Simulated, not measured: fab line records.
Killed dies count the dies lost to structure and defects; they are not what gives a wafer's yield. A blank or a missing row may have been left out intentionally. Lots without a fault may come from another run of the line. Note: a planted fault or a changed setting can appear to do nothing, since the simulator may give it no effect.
A lot that was struck, set against a sound lot / flow sfq-line / 28 steps out of a route of 325
Sound: wafers L671.2, L671.3, L671.4. Struck: wafers L682.2, L682.3. The cause comes at the end.
For every step that has rows: the tool of each side, followed by ch and its chambers, followed by its first start. Under that, the readings that differ: sound wafers / struck wafers / difference of the means / sigmas: that difference in standard deviations of wafers without a fault.
alike: readings whose means differ by less than 2 such deviations, and words and numbers that are the same on both sides. not compared: withheld readings, readings that some wafer has no value for, bounds like >300 that may hide the same value, and numbers for which the record gives no deviation and whose values overlap.
A row with sigmas, a row that says differs or no value, or rows on one side alone: a step with any of these is where the two part. Numbers that don't overlap but have no deviation are shown without sigmas and don't part them. A reading missing from all wafers of one side parts the sides only when that side holds two or more wafers.

first, 6 steps without rows for these wafers: SFQ_TRILAYER_M1_LITHO_COAT_044 (resist thk 62 nm); SFQ_TRILAYER_M1_LITHO_COAT_039 (resist thk 600 nm); SFQ_TRILAYER_M1_LITHO_SOFTBAKE_043; SFQ_TRILAYER_M1_LITHO_EXPOSE_040 (exposes mask M1, target cd 500 nm); SFQ_TRILAYER_M1_LITHO_PEB_042 (peb time 60 s); SFQ_TRILAYER_M1_LITHO_DEVELOP_041 (time 60 s).
SFQ_M1_OVL_MEAS_911:
  sound on overlay-01 at day 23 15:52; struck on overlay-02 at day 28 05:59
  alike: M1_OVL
SFQ_TRILAYER_M1_BARC_OPEN_METAL_ETCH_054: etches BARC in O2, target depth 125 nm, time 41.7 s.
  sound on rie-metal-04 ch 0,1, day 23 15:53; struck on rie-metal-04 ch 0,1, day 28 06:01
  alike: drypump-motor-current-A, he-backside-leak-sccm, oes-product-au, rf-fwd-power-W
  not compared: rf-hours-counter-h
SFQ_TRILAYER_M1_ETCH_METAL_ETCH_042: etches Nb in Cl2/Ar, stops on SiO2, target depth 240 nm, time 120 s.
  sound on rie-metal-04 ch 0,1, day 23 15:57; struck on rie-metal-04 ch 0,1, day 28 06:05
  alike: drypump-motor-current-A, he-backside-leak-sccm, oes-product-au, rf-fwd-power-W
  not compared: rf-hours-counter-h
SFQ_TRILAYER_M1_STRIP_STRIP_043: strips in O2.
  sound on rie-metal-04 ch 0,1, day 23 16:05; struck on rie-metal-04 ch 0,1, day 28 06:12
  alike: drypump-motor-current-A, he-backside-leak-sccm, oes-product-au
  not compared: rf-hours-counter-h
then, 1 step without rows for these wafers: SFQ_TRILAYER_M1_STRIP_SOLV_CLEAN_044 (cleans in NMP, time 600 s).
SFQ_TRILAYER_I1_DEP_PECVD_045: deposits SiO2 from SiH4/N2O, time 111.11 s, target thk 500 nm.
  sound on pecvd-03 ch 0,1, day 23 16:51; struck on pecvd-01 ch 0,2, day 28 06:59
  alike: heater-power-w, rf-fwd-power-W, throttle-valve-pct
SFQ_TRILAYER_I1_CMP_CMP_046: polishes SiO2.
  sound on cmp-02 ch 1,2,3, day 23 18:45; struck on cmp-01 ch 2,3, day 28 12:51
reading=time-to-endpoint-s (s); sound=203 210 213; struck=219 237; difference=+19; sigmas=+2
reading=model.SiO2_of_TRILAYER_I1_DEP_PECVD_045.thk-nm (nm); sound=198.2 196.9 200.7; struck=184.8 186.9; difference=-12.7; sigmas=
  alike: motor-current-A, slurry-filter-dp-kPa
SFQ_I1_BOW_MEAS_912:
  sound on film-metro-01 at day 23 21:46; struck on film-metro-01 at day 28 16:11
reading=I1_BOW (um); sound=4 5 11; struck=- -; difference=no value on the struck wafers; sigmas=
SFQ_TRILAYER_I1_METRO_MEASURE_047:
  sound on film-metro-01 at day 23 22:04; struck on film-metro-01 at day 28 19:22
reading=thk-nm (nm); sound=198.1 196.8 200.6; struck=184.7 186.8; difference=-12.8; sigmas=-11
then, 6 steps without rows for these wafers: SFQ_TRILAYER_I1_VIA_LITHO_COAT_054 (resist thk 62 nm); SFQ_TRILAYER_I1_VIA_LITHO_COAT_049 (resist thk 650 nm); SFQ_TRILAYER_I1_VIA_LITHO_SOFTBAKE_053; SFQ_TRILAYER_I1_VIA_LITHO_EXPOSE_050 (exposes mask I1, target cd 500 nm); SFQ_TRILAYER_I1_VIA_LITHO_PEB_052 (peb time 60 s); SFQ_TRILAYER_I1_VIA_LITHO_DEVELOP_051 (time 60 s).
SFQ_I1_OVL_MEAS_913:
  sound on overlay-02 at day 24 11:10; struck on overlay-01 at day 29 06:04
  alike: I1_OVL
SFQ_TRILAYER_I1_VIA_BARC_OPEN_VIA_ETCH_071: etches BARC in O2, target depth 125 nm, time 41.7 s.
  sound on rie-diel-02 ch 0,1,3, day 24 11:11; struck on rie-diel-01 ch 0,3, day 29 06:06
reading=oes-product-au (a.u.); sound=0.692 0.684 0.692; struck=0.680 0.677; difference=-0.011; sigmas=-2
  alike: drypump-motor-current-A, rf-fwd-power-W
  not compared: rf-hours-counter-h
SFQ_TRILAYER_I1_VIA_ETCH_VIA_ETCH_052: etches SiO2 in CHF3, stops on Nb, target depth 260 nm.
  sound on rie-diel-02 ch 0,1,3, day 24 11:14; struck on rie-diel-01 ch 0,3, day 29 06:08
reading=oes-product-au (a.u.); sound=0.854 0.841 0.861; struck=0.820 0.823; difference=-0.031; sigmas=-6
reading=model.I1.feature-depth-nm (nm); sound=198.2 196.9 200.7; struck=184.8 186.9; difference=-12.7; sigmas=
reading=model.etch.depth-nm (nm); sound=198.2 196.9 200.7; struck=184.8 186.9; difference=-12.7; sigmas=
  alike: drypump-motor-current-A, rf-fwd-power-W
then, 2 steps without rows for these wafers: SFQ_TRILAYER_I1_VIA_STRIP_STRIP_053 (strips in O2); SFQ_TRILAYER_I1_VIA_STRIP_SOLV_CLEAN_054 (cleans in NMP, time 600 s).
SFQ_TRILAYER_M2_DEP_PRE_CLEAN_056: time 22.5 s.
  sound on pvd-sputter-04 at day 24 12:07; struck on pvd-sputter-05 at day 29 07:31
reading=model.SiO2_of_TRILAYER_I1_DEP_PECVD_045.thk-nm (nm); sound=190.7 189.4 193.2; struck=177.3 179.4; difference=-12.7; sigmas=
then, 1 step without rows for these wafers: SFQ_TRILAYER_M2_DEP_SPUTTER_055 (material Nb, target thk 200 nm, time 133.3 s).

== WHERE THEY PART ==
Earliest at SFQ_TRILAYER_I1_CMP_CMP_046; latest, in this record, at SFQ_TRILAYER_I1_VIA_ETCH_VIA_ETCH_052.

WHY: what had been put in by the simulator
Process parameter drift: cmp-01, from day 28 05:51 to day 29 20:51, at SFQ_TRILAYER_I1_CMP_CMP_046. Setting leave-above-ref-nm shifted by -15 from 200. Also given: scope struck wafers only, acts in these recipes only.
